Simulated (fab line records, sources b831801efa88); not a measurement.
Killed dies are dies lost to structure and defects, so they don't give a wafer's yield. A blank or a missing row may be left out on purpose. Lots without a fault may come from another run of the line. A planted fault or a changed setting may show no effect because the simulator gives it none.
Chamber matching | flow gf180mcu | GF_STI_CMP_25 on cmp-01: 4 sister chambers
The step polishes, stops on Si3N4, t overpolish 33 s, target thk 524.6 nm. 8 wafers are shown with their chamber, then 8 later ones without.

WAFERS WITH THEIR CHAMBER
wafer  | chamber | motor_current_A (A) | time_to_endpoint_s (s)
L890.6 | 3       | 9.5                 | 131
L892.5 | 2       | 13.8                | 123
L897.3 | 0       | 9.3                 | 119
L897.6 | 0       | 9.2                 | 119
L898.3 | 2       | 13.9                | 124
L898.4 | 3       | 9.7                 | 125
L898.5 | 1       | 11.6                | 122
L899.2 | 1       | 11.4                | 124

WAFERS WITHOUT THEIR CHAMBER
wafer  | motor_current_A (A) | time_to_endpoint_s (s)
L899.3 | 13.1                | 123
L899.6 | 11.8                | 126
L901.1 | 9.7                 | 125
L901.2 | 11.7                | 126
L901.3 | 13.3                | 122
L906.1 | 12.9                | 120
L906.3 | 9.7                 | 125
L906.6 | 11.1                | 119

WHICH CHAMBER EACH WENT THROUGH
wafer  | from the rows above | in truth
L899.3 | 2                   | 2
L899.6 | 1                   | 1
L901.1 | 3                   | 3
L901.2 | 1                   | 1
L901.3 | 2                   | 2
L906.1 | 2                   | 2
L906.3 | 3                   | 3
L906.6 | 1                   | 1
Placed correctly: 8 of 8. Can't be placed from these rows: 0. Placed wrongly: 0.
How it was worked out, from the rows above alone: a wafer's distance from a chamber is the root of the sum, over the readings, of the square of ((its reading less the chamber's mean) divided by the reading's scatter). The wafer belongs to the nearest chamber; if the next one is less than 2 further off, it can't be placed. A chamber's mean is the mean of its shown wafers. The scatter: the root of (the sum of the squares of (reading less its chamber's mean) over the shown wafers, divided by (wafers less chambers)).
